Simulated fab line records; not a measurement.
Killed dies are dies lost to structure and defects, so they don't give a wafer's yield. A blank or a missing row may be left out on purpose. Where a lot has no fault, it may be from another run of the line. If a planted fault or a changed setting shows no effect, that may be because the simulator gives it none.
Comparing a struck lot with a sound one -- flow gf180mcu -- 16 steps out of a route of 602
Sound: the wafers L268.1, L268.3, L268.4. Struck: wafers L260.2, L260.4, L260.5. The cause comes at the end.
Per side, at each step with rows, come the tool, then ch with its chambers, and then its first start. Under that, the readings that differ: sound wafers -- struck wafers -- difference of the means -- sigmas: that difference in standard deviations of wafers without a fault.
alike: readings with means less than 2 such deviations apart, plus words and numbers identical on both sides. not compared: withheld readings, readings lacking a value on some wafer, bounds such as >300 that could conceal the same value, and numbers that have no deviation in the record and whose values overlap.
A row with sigmas, a row that says differs or no value, or rows on one side alone: a step with any of these is where the two part. Numbers that have no deviation but don't overlap get no sigmas and don't part them. A reading missing from all wafers of one side parts the sides only when that side holds two or more wafers.

first, 3 steps without rows for these wafers: GF_V2_EXPOSE_11 (exposes mask Via2, target cd 260 nm); GF_V2_PEB_12 (peb time 90 s); GF_V2_DEVELOP_13 (develop time 60 s).
GF_V2_CD_MEAS_14: target cd 260 nm.
  struck on cd-sem-02, day 23 09:33; sound on cd-sem-01, day 25 22:34
  alike: cd-nm
GF_V2_OVL_MEAS_15:
  struck on overlay-01, day 23 09:39; sound on overlay-01, day 25 22:41
  alike: V2_OVL
GF_V2_ETCH_16: etches BARC in N2/H2.
  sound on rie-diel-02 ch 0,1,3, day 25 22:44; struck on rie-diel-01 ch 0,1,3, day 23 09:41
  alike: drypump-motor-current-A, oes-product-au, throttle-valve-pct
GF_V2_ETCH_17: etches SiO2 in C4F8/O2/Ar, stops on TiN, target depth 630 nm.
  sound: rie-diel-02 ch 0,1,3; struck: rie-diel-01 ch 0,1,3
  alike: oes-product-au
GF_V2_STRIP_18: strips in O2/N2.
  sound on plasma-asher-04 ch 0,1, day 25 22:51; struck on plasma-asher-03 ch 0,1, day 23 09:49
  alike: drypump-motor-current-A, heater-power-w, oes-product-au
  not compared: rf-hours-counter-h
then, 2 steps without rows for these wafers: GF_V2_STRIP_19 (strips in post etch residue remover, time 1200 s); GF_V2_CLEAN_20 (cleans in DIW).
GF_V2_SPUTTER_21: material Ti, target thk 15 nm, time 80.02 s.
  struck on pvd-sputter-02, day 23 10:20; sound on pvd-sputter-01, day 25 23:24
  alike: throttle-valve-pct
GF_V2_SPUTTER_22: material TiN, target thk 10 nm, time 40 s.
  struck on pvd-sputter-02, day 23 10:25; sound on pvd-sputter-01, day 25 23:28
  alike: throttle-valve-pct
GF_V2_CVD_23: deposits W, target thk 350 nm, time 104.94 s.
  sound on cvd-w-01 ch 0,1, day 25 23:30; struck on cvd-w-02 ch 0, day 23 10:26
  no value came back on the struck wafers for chamber-pressure-Torr (Torr), heater-power-outer-w (W), heater-power-w (W); on the sound wafers chamber-pressure-Torr (Torr) reads 40.06 39.92 39.98
GF_V2_RS_MEAS_24: uses a four-point probe to measure.
  struck on film-metro-04, day 23 10:35; sound on film-metro-04, day 25 23:37
reading,sound,struck,difference,sigmas
V2_W_RS (ohm/sq),0.325 0.319 0.329,43.955 44.316 43.766,+43.688,+99 or more
GF_V2_THK_MEAS_25: measures by xrf.
  struck on film-metro-04, day 23 10:41; sound on film-metro-04, day 25 23:44
  not compared: V2_W_THK
GF_V2_CMP_26: polishes, stops on SiO2, t overpolish 15 s, target thk 0 nm.
  sound on cmp-02 ch 1,2,3, day 25 23:47; struck on cmp-02 ch 0,2, day 23 10:47
reading,sound,struck,difference,sigmas
time-to-endpoint-s (s),82 79 86,7 5 5,-77,-15
  alike: motor-current-A, platen-rpm

WHERE THEY PART
First at GF_V2_CVD_23; last, within this record, at GF_V2_CMP_26.

WHY: what had been put in by the simulator
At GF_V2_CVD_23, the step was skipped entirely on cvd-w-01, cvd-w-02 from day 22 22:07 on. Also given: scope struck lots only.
